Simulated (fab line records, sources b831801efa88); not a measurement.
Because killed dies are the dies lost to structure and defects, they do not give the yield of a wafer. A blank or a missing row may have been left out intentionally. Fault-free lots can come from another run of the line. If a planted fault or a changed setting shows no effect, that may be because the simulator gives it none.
Problem report in the 8D (eight disciplines) form, filled by code + flow gf180mcu + the parts of the form that need people (team, actions taken, sign-off) are left out

1. THE ISSUE
STI_CVD_23_THK at GF_STI_THK_MEAS_24 reads a mean of 737 nm on 4 wafers of 2 lots; wafers without a fault read 677 nm with a standard deviation of 6.2. That puts it +9.7 standard deviations away from the usual mean.
Earliest sighting: wafer L569.3 on film-metro-02 at day 3 06:20. The record has a number at this step for 41 wafers belonging to 14 lots. By rule, "out" or "out of limits" means more than 4 standard deviations away from the usual mean. All remaining wafers that have a number are taken as sound.

2. WHAT IT IS; WHAT IT IS NOT
| question                    | is                             | is not                                                                                                                    |
|-----------------------------|--------------------------------|---------------------------------------------------------------------------------------------------------------------------|
| which readings at this step | STI_CVD_23_THK                 | -                                                                                                                         |
| which lots                  | L569, L570                     | L565, L566, L568, L573, L575, L576, L577, L579, L580, L582, L586, L587                                                    |
| which wafers of those lots  | L569.3, L569.6, L570.2, L570.4 | L570.6                                                                                                                    |
| read on which gauges        | film-metro-01, film-metro-02   | film-metro-03                                                                                                             |
| when                        | from day 3 06:20               | up to then (9 sound wafers); but 28 sound wafers of L570, L573, L575, L576, L577, L579, L580, L582, L586, L587 came after |

3. THE SUSPECTS, EACH WITH WHAT RULES IT OUT
Counting: any tool at a process step up to the reading remains a suspect provided it ran every lot that is out. Sound lots after the first of them don't rule it out here, since some wafers of a struck lot are sound.
- the gauge at GF_STI_THK_MEAS_24 is ruled out. 2 gauges (film-metro-01, film-metro-02) read the wafers that are out.
- hdpcvd-02 at GF_STI_CVD_23 (deposits SiO2, target thk 650 nm, time 108.3 s): kept. It processed each lot that is out (first: L569, day 3 06:14); up to then, its last sound lot is L568 (day 3 00:12).
Left after counting: hdpcvd-02 at GF_STI_CVD_23.

4. THE CAUSE (what the simulator had put in)
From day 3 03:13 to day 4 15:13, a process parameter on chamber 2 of hdpcvd-02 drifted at GF_STI_CVD_23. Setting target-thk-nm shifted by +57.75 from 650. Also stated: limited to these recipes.
Counting left only this tool.

5. THE CHAIN OF EFFECTS, in route order
Each row: a reading whose mean over the struck wafers that have a number lies more than 3 standard deviations from the usual. Only readings for which the record gives a usual standard deviation are gone through. hours: the time from each lot's start at the first step in this table that gives one to its start at this step, as a median over the lots. sigmas: the change in usual standard deviations.
| hours | step               | reading            | usual  | on struck wafers | change | sigmas |
|-------|--------------------|--------------------|--------|------------------|--------|--------|
| 0     | GF_STI_THK_MEAS_24 | STI_CVD_23_THK     | 677 nm | 737              | +60    | +9.7   |
| 4     | GF_STI_CMP_25      | time-to-endpoint-s | 127 s  | 139              | +12    | +3.6   |
Process steps it contains:
- GF_STI_CMP_25: polishes, stops on Si3N4, t overpolish 33 s, target thk 524.6 nm.

6. WHAT WOULD HAVE CAUGHT IT SOONER
In this record the first reading out of limits at a measuring or inspecting step was taken at day 3 06:20, 3 hours after the fault began at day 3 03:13.
Among the 2 lots that are out, L570 began GF_STI_CVD_23 on hdpcvd-02 after day 3 06:20. Had the tool been put on hold then, it would have been spared.
